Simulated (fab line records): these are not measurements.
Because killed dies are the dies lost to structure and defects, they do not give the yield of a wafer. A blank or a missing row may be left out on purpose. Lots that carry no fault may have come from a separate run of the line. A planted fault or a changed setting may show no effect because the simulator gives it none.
Matching of chambers ; flow sky130 ; SKY_CAP2M_CVD_00 on pecvd-04 has 3 sister chambers
The step deposits SiO2, target thk 15.5 nm. 6 wafers are shown with their chamber, then 9 later ones without.

== WAFERS PAIRED WITH THEIR CHAMBERS ==
wafer;chamber;heater power w (W)
L078.6;0;604
L079.1;1;663
L079.6;2;636
L086.1;2;731
L086.2;1;683
L086.6;0;678

== WAFERS MISSING THEIR CHAMBER ==
wafer;heater power w (W)
L092.3;755
L092.4;622
L092.5;768
L093.2;721
L093.3;662
L093.4;738
L096.3;665
L096.4;683
L096.5;745

== THE CHAMBER EACH PASSED THROUGH ==
wafer;from the rows above;in truth
L092.3;can't be placed: 2 or 1 or 0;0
L092.4;can't be placed: 0 or 1 or 2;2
L092.5;can't be placed: 2 or 1 or 0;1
L093.2;can't be placed: 2 or 1 or 0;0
L093.3;can't be placed: 1 or 0 or 2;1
L093.4;can't be placed: 2 or 1 or 0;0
L096.3;can't be placed: 1 or 2 or 0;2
L096.4;can't be placed: 2 or 1 or 0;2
L096.5;can't be placed: 2 or 1 or 0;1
Correctly placed: 0 of 9. Can't be placed from these rows: 9 (the true chamber is among the candidates in 9). 0 placed wrongly.
How it was worked out, from the rows above alone: a wafer's distance from a chamber is the root of the sum, over the readings, of the square of ((its reading less the chamber's mean) divided by the reading's scatter). The wafer belongs to the nearest chamber; if the next one is less than 2 further off, it can't be placed. Each chamber's mean is taken over the wafers shown for it. The scatter: take each reading less its chamber's mean, square it, sum over the shown wafers, divide by the number of wafers less the number of chambers, and take the root.
